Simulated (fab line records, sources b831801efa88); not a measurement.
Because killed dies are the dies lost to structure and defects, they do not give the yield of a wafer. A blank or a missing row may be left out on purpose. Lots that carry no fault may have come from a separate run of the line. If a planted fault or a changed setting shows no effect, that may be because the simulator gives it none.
fab line records    flow sfq-line
record lots=15  wafers=45  last-day=92
route steps=325 shown M0@39 I0@45
lots that met no fault: from a run of the same line without faults
start-h: the number of hours between the record's first day and the start of the first shown wafer of the lot    wait-h: time in hours since the lot's previous step    " unchanged from the row above    L1.1+2: a row that stands for several wafers    - no value, or no start given    * or withheld: withheld    < > ~ a bound
route shown NAME@n: NAME is a module with steps in the file, n the number in the route of the first one    usual: mean and standard deviation over wafers with no fault    same: alike in all rows    chamber/n: place in a boat    sites: per-site readings    _std_site: standard deviation across them    _edge_site: inner sites' mean taken away from outer sites' mean    radius-mm: for every site, how far away it sits from the centre of the wafer    mask NAME#n: copy n    behind: the tool/chamber that last shaped the wafer    hold: what put the lot on hold/how long, in hours/how the hold closed    device: names the non-switching transistor (n, p or np)    end of line: tests run on the same wafers once the route is complete    where a step has no rows: the recipe by itself    killed: not the wafer's yield, but the dies lost to structure and defects at the first sort    map: per-die view of a wafer (x killed, . not killed, _ where there is no die)
set.NAME: the setting as run; set.NAME@STEP: as run at that earlier step    model.NAME: the simulator's own value behind a step, which no gauge read
a sample of lots followed through the steps of the route, with each step as a table and each wafer as a row
services: from which hour (start-h, from the record's first day; less than 0 if before it) a tool's chamber was out of use, for how many hours, and why
## steps
# step SFQ_TRILAYER_M0_BARC_OPEN_METAL_ETCH_031
# recipe mask-material=PR  chemistry=O2  target-depth-nm=125  target=BARC  icp-w=600  bias-w=80  pressure-mtorr=10  time-s=41.7
# usual bias-w=80.00/0.24  chamber-pressure-mTorr=10.000/0.0092  drypump-motor-current-A=5.7/0.42  oes-product-au=0.685/0.0044
lot.wafer  tool          chamber  start-h  wait-h  bias-w  chamber-pressure-mTorr  drypump-motor-current-A  oes-product-au  rf-hours-counter-h
L701.1     rie-metal-02  0        267.90   0.0     79.61   9.994                   5.6                      0.679           77
L701.2     "             1        "        "       80.09   10.008                  6.3                      0.683           105
L701.5     "             1        "        "       80.29   10.001                  6.3                      0.681           -
L702.1     rie-metal-02  1        286.03   0.0     80.10   10.010                  6.3                      0.691           108
L702.3     "             0        "        "       80.14   9.985                   5.5                      0.683           -
L702.4     "             1        "        "       80.13   9.988                   6.3                      0.685           -
L703.1     rie-metal-01  0        292.03   0.0     80.12   9.991                   5.3                      0.682           1
L703.2     "             1        "        "       80.30   9.999                   6.0                      0.689           4
L703.5     "             1        "        "       79.89   10.005                  6.0                      0.682           -
L705.2     rie-metal-01  1        304.88   0.0     79.93   9.997                   6.0                      0.695           6
L705.4     "             1        "        "       80.18   10.000                  6.0                      0.685           -
L705.5     "             0        "        "       79.96   10.006                  5.3                      0.688           -
L706.1     rie-metal-02  0        320.58   0.0     80.02   10.006                  5.6                      0.678           86
L706.3     "             1        "        "       79.73   10.011                  6.3                      0.685           -
L706.5     "             0        "        "       80.17   9.987                   5.5                      0.685           -
L707.1     rie-metal-02  1        335.82   0.0     79.90   9.982                   6.3                      0.687           118
L707.2     "             0        "        "       79.56   10.008                  5.5                      0.680           89
L707.4     "             1        "        "       79.99   9.998                   6.3                      0.686           -
L708.2     rie-metal-02  0        345.42   0.0     79.71   9.997                   5.5                      0.687           91
L708.4     "             0        "        "       79.92   9.993                   5.5                      0.680           -
L708.5     "             0        "        "       80.13   10.006                  5.5                      0.681           -
L716.1     rie-metal-03  0        410.35   0.0     80.20   10.011                  5.9                      0.682           74
L716.5     "             1        "        "       79.82   9.987                   5.2                      0.689           -
L716.6     "             0        "        "       79.69   9.996                   5.9                      0.696           -
L717.1     rie-metal-03  0        416.35   0.0     79.99   10.000                  5.9                      0.685           75
L717.2     "             1        "        "       79.76   10.005                  5.2                      0.690           57
L717.5     "             0        "        "       80.12   10.003                  5.9                      0.689           -
L718.3     rie-metal-02  1        424.77   0.0     79.98   10.000                  6.3                      0.686           -
L718.4     "             0        "        "       80.00   9.990                   5.6                      0.678           -
L718.5     "             1        "        "       80.14   9.992                   6.3                      0.683           -
L719.1     rie-metal-01  0        432.07   0.0     80.19   10.015                  5.3                      0.686           18
L719.2     "             1        "        "       80.14   9.991                   6.0                      0.689           25
L719.6     "             1        "        "       80.31   10.019                  6.0                      0.694           -
L720.3     rie-metal-02  1        445.29   0.0     79.81   10.014                  6.3                      0.687           -
L720.4     "             0        "        "       80.15   10.012                  5.5                      0.688           -
L720.6     "             0        "        "       80.29   10.003                  5.5                      0.686           -
L721.3     rie-metal-02  0        454.89   0.0     79.86   9.990                   5.5                      0.687           -
L721.5     "             0        "        "       79.61   9.996                   5.5                      0.691           -
L721.6     "             1        "        "       80.20   10.000                  6.3                      0.687           -
L722.1     rie-metal-01  0        470.61   0.0     79.65   10.001                  5.3                      0.677           23
L722.2     "             1        "        "       79.97   10.002                  6.0                      0.686           31
L722.6     "             1        "        "       80.12   9.988                   6.0                      0.686           -
L723.1     rie-metal-02  0        485.13   0.0     79.91   10.005                  5.5                      0.693           107
L723.2     "             1        "        "       80.08   9.996                   6.3                      0.681           135
L723.6     "             1        "        "       79.92   9.986                   6.3                      0.683           -
# step SFQ_I0_BOW_MEAS_907
# recipe mode=bow
# usual I0_BOW=1/6.5
lot.wafer  tool           chamber  start-h  wait-h  I0_BOW[um]
L701.1     film-metro-01  -        276.37   2.0     7
L701.2     "              -        "        "       7
L701.5     "              -        "        "       8
L702.1     film-metro-01  -        295.65   1.5     6
L702.3     "              -        "        "       -4
L702.4     "              -        "        "       6
L703.1     film-metro-02  -        301.65   1.5     1
L703.2     "              -        "        "       2
L703.5     "              -        "        "       4
L705.2     film-metro-04  -        315.39   2.5     -4
L705.4     "              -        "        "       -3
L705.5     "              -        "        "       3
L706.1     film-metro-04  -        325.88   1.0     3
L706.3     "              -        "        "       7
L706.5     "              -        "        "       2
L707.1     film-metro-02  -        339.89   1.0     -1
L707.2     "              -        "        "       -14
L707.4     "              -        "        "       6
L708.2     film-metro-04  -        349.50   1.0     -11
L708.4     "              -        "        "       -13
L708.5     "              -        "        "       -5
L716.1     film-metro-04  -        414.40   1.5     1
L716.5     "              -        "        "       -4
L716.6     "              -        "        "       -11
L717.1     film-metro-04  -        420.40   1.0     -1
L717.2     "              -        "        "       -14
L717.5     "              -        "        "       -9
L718.3     film-metro-01  -        429.44   2.0     4
L718.4     "              -        "        "       -1
L718.5     "              -        "        "       13
L719.1     film-metro-01  -        436.11   2.0     -1
L719.2     "              -        "        "       -1
L719.6     "              -        "        "       -2
L720.3     film-metro-04  -        449.90   2.0     -10
L720.4     "              -        "        "       0
L720.6     "              -        "        "       -11
L721.3     film-metro-01  -        461.90   2.0     0
L721.5     "              -        "        "       13
L721.6     "              -        "        "       -1
L722.1     film-metro-02  -        474.82   1.5     -6
L722.2     "              -        "        "       -12
L722.6     "              -        "        "       -3
L723.1     film-metro-04  -        495.25   2.5     0
L723.2     "              -        "        "       -6
L723.6     "              -        "        "       7
# step SFQ_TRILAYER_I0_VIA_ETCH_VIA_ETCH_034
# recipe target=SiO2  stop-on=Nb  mask-material=PR  taper-deg=20  chemistry=CHF3  target-depth-nm=260  source-w=500  bias-w=80  pressure-mtorr=30  time-s=withheld
# usual bias-w=79.95/0.22  chamber-pressure-mTorr=29.996/0.027  drypump-motor-current-A=5.7/0.35  oes-product-au=0.853/0.005
lot.wafer  tool         chamber  start-h  wait-h  bias-w  chamber-pressure-mTorr  drypump-motor-current-A  oes-product-au
L701.1     rie-diel-04  0        304.86   0.0     80.15   29.996                  5.9                      0.862
L701.2     "            1        "        "       79.96   29.958                  5.2                      0.853
L701.5     "            0        "        "       80.45   29.980                  5.8                      0.855
L702.1     rie-diel-04  0        309.66   0.0     79.81   30.000                  5.8                      0.845
L702.3     "            2        "        "       80.26   29.954                  5.5                      0.854
L702.4     "            0        "        "       79.77   29.993                  5.8                      0.851
L703.1     rie-diel-02  2        312.06   0.0     79.89   30.008                  6.0                      0.854
L703.2     "            3        "        "       79.99   29.946                  6.2                      0.845
L703.5     "            0        "        "       79.91   30.027                  5.9                      0.856
L705.2     rie-diel-02  3        335.12   0.0     79.98   30.011                  6.2                      0.848
L705.4     "            1        "        "       79.87   30.007                  5.3                      0.859
L705.5     "            1        "        "       80.16   29.999                  5.3                      0.850
L706.1     rie-diel-01  1        337.52   0.0     -       -                       -                        -
L706.3     "            3        "        "       -       -                       -                        -
L706.5     "            1        "        "       -       -                       -                        -
L707.1     rie-diel-02  1        343.84   0.0     -       -                       -                        -
L707.2     "            3        "        "       -       -                       -                        -
L707.4     "            0        "        "       -       -                       -                        -
L708.2     rie-diel-04  0        353.12   0.0     -       -                       -                        -
L708.4     "            2        "        "       -       -                       -                        -
L708.5     "            1        "        "       -       -                       -                        -
L716.1     rie-diel-01  3        418.44   0.0     80.44   30.018                  4.8                      0.853
L716.5     "            0        "        "       79.50   30.024                  5.9                      0.845
L716.6     "            1        "        "       80.26   29.993                  6.0                      0.847
L717.1     rie-diel-04  0        424.05   0.0     79.47   29.981                  5.8                      0.854
L717.2     "            2        "        "       79.72   29.970                  5.4                      0.856
L717.5     "            1        "        "       79.77   30.003                  5.2                      0.861
L718.3     rie-diel-04  0        482.77   0.0     79.88   30.029                  5.8                      0.852
L718.4     "            1        "        "       79.73   29.928                  5.2                      0.858
L718.5     "            1        "        "       79.73   30.014                  5.2                      0.853
L719.1     rie-diel-02  1        540.91   0.0     79.96   30.050                  5.3                      0.860
L719.2     "            0        "        "       80.13   30.014                  5.9                      0.858
L719.6     "            3        "        "       79.81   29.992                  6.2                      0.861
L720.3     rie-diel-01  1        609.31   0.0     79.79   29.994                  6.1                      0.848
L720.4     "            2        "        "       80.08   29.991                  5.7                      0.846
L720.6     "            1        "        "       80.13   30.002                  6.1                      0.850
L721.3     rie-diel-01  0        620.11   0.0     79.78   29.963                  6.0                      0.854
L721.5     "            0        "        "       79.70   30.038                  5.9                      0.856
L721.6     "            3        "        "       80.13   29.977                  4.8                      0.863
L722.1     rie-diel-02  0        628.63   0.0     80.11   30.032                  5.9                      0.857
L722.2     "            3        "        "       79.69   30.018                  6.2                      0.846
L722.6     "            0        "        "       79.97   29.993                  5.9                      0.852
L723.1     rie-diel-04  3        650.23   0.0     79.72   30.008                  5.6                      0.848
L723.2     "            2        "        "       80.10   29.985                  5.5                      0.857
L723.6     "            2        "        "       80.17   30.004                  5.4                      0.851
# step SFQ_TRILAYER_I0_VIA_STRIP_STRIP_035
# recipe gas=O2  power-w=200  platen-temp-c=40  overash-fraction=0.65  chemistry=O2  pressure-mtorr=50
# usual chamber-pressure-mTorr=50.00/0.055  drypump-motor-current-A=5.7/0.36  oes-product-au=1.003/0.012
lot.wafer  tool          chamber  start-h  wait-h  chamber-pressure-mTorr  drypump-motor-current-A  oes-product-au  rf-hours-counter-h
L701.1     rie-metal-02  0        304.98   -       49.97                   5.6                      0.996           83
L701.2     "             1        "        "       50.00                   6.3                      1.006           111
L701.5     "             0        "        "       50.00                   5.6                      1.001           -
L702.1     rie-metal-02  0        309.78   -       50.02                   5.5                      0.997           84
L702.3     "             0        "        "       50.06                   5.5                      0.990           -
L702.4     "             1        "        "       49.92                   6.3                      0.994           -
L703.1     rie-metal-04  1        312.18   -       49.92                   5.5                      1.007           67
L703.2     "             0        "        "       49.92                   5.4                      1.033           123
L703.5     "             0        "        "       49.89                   5.4                      1.028           -
L705.2     rie-metal-01  1        335.24   -       49.98                   6.0                      1.004           13
L705.4     "             0        "        "       50.05                   5.3                      1.000           -
L705.5     "             0        "        "       50.07                   5.3                      1.001           -
L706.1     rie-metal-02  1        337.64   -       50.02                   6.3                      0.995           118
L706.3     "             1        "        "       49.94                   6.3                      1.001           -
L706.5     "             1        "        "       49.99                   6.3                      1.005           -
L707.1     rie-metal-04  0        343.96   -       49.99                   5.4                      1.019           128
L707.2     "             1        "        "       50.05                   5.5                      0.992           72
L707.4     "             0        "        "       50.05                   5.4                      1.025           -
L708.2     rie-metal-01  0        353.24   -       49.97                   5.3                      1.002           9
L708.4     "             0        "        "       49.92                   5.3                      0.993           -
L708.5     "             1        "        "       50.08                   6.0                      0.993           -
L716.1     rie-metal-02  0        418.55   -       50.00                   5.5                      1.018           99
L716.5     "             0        "        "       50.04                   5.5                      1.024           -
L716.6     "             1        "        "       49.98                   6.3                      1.000           -
L717.1     rie-metal-04  1        424.16   -       50.10                   5.5                      1.012           81
L717.2     "             0        "        "       50.03                   5.4                      1.018           136
L717.5     "             1        "        "       50.04                   5.5                      1.000           -
L718.3     rie-metal-02  0        483.08   -       50.03                   5.5                      1.008           -
L718.4     "             1        "        "       49.93                   6.3                      1.004           -
L718.5     "             1        "        "       50.11                   6.3                      0.985           -
L719.1     rie-metal-01  0        541.02   -       50.00                   5.3                      0.985           36
L719.2     "             1        "        "       49.99                   6.0                      0.986           43
L719.6     "             0        "        "       49.95                   5.3                      0.974           -
L720.3     rie-metal-01  0        609.62   -       49.91                   5.3                      0.998           -
L720.4     "             1        "        "       49.94                   6.0                      0.986           -
L720.6     "             0        "        "       50.01                   5.3                      1.001           -
L721.3     rie-metal-04  1        620.42   -       50.09                   5.5                      0.996           -
L721.5     "             0        "        "       49.97                   5.4                      1.000           -
L721.6     "             1        "        "       50.01                   5.5                      1.004           -
L722.1     rie-metal-04  1        628.75   -       50.05                   5.5                      0.996           109
L722.2     "             0        "        "       50.12                   5.4                      1.003           7
L722.6     "             1        "        "       49.97                   5.4                      1.003           -
L723.1     rie-metal-04  0        650.35   -       50.04                   5.4                      1.015           9
L723.2     "             1        "        "       50.00                   5.5                      1.003           111
L723.6     "             1        "        "       49.98                   5.5                      1.006           -
## services
tool          chamber  start-h  hours  kind
rie-metal-01  1        254.07   5.4    repair
rie-diel-04   2        259.30   11.5   repair
rie-diel-04   3        300.07   6.0    repair
rie-diel-04   1        305.75   8.1    repair
rie-diel-02   1        308.51   4.9    repair
rie-metal-01  0        313.05   14.9   repair
rie-diel-01   3        332.59   1.9    repair
rie-diel-04   1        344.47   1.2    repair
rie-diel-04   3        369.14   6.3    repair
rie-diel-01   -        392.82   0.4    repair
rie-diel-02   2        393.02   13.1   repair
rie-diel-01   2        393.40   3.0    repair
rie-metal-02  1        399.90   3.4    repair
rie-metal-04  -        434.86   0.7    repair
rie-diel-02   0        437.75   3.7    repair
rie-diel-01   0        442.02   8.9    repair
rie-metal-02  -        442.12   2.4    repair
rie-diel-04   -        447.70   0.8    repair
rie-diel-01   3        473.56   3.6    repair
rie-metal-02  -        485.92   2.8    pm
rie-metal-04  1        495.22   4.0    repair
rie-diel-04   -        574.52   0.8    repair
rie-diel-02   3        621.39   6.4    repair
rie-metal-02  -        635.69   0.6    repair
## key
first-sign step=SFQ_TRILAYER_I0_VIA_ETCH_VIA_ETCH_034  reading=tool-record  direction=missing
effect none on later readings
met-at SFQ_TRILAYER_I0_VIA_ETCH_VIA_ETCH_034
struck-lots L706,L707,L708
not-acting-at SFQ_TRILAYER_M0_BARC_OPEN_METAL_ETCH_031,SFQ_I0_BOW_MEAS_907,SFQ_TRILAYER_I0_VIA_STRIP_STRIP_035
onset-between 335.12 337.52
fault kind=skipped-step-whole  tool=rie-diel-01,rie-diel-02,rie-diel-04  chamber=-  onset-h=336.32  steps=SFQ_TRILAYER_I0_VIA_ETCH_VIA_ETCH_034  scope=struck-lots-only
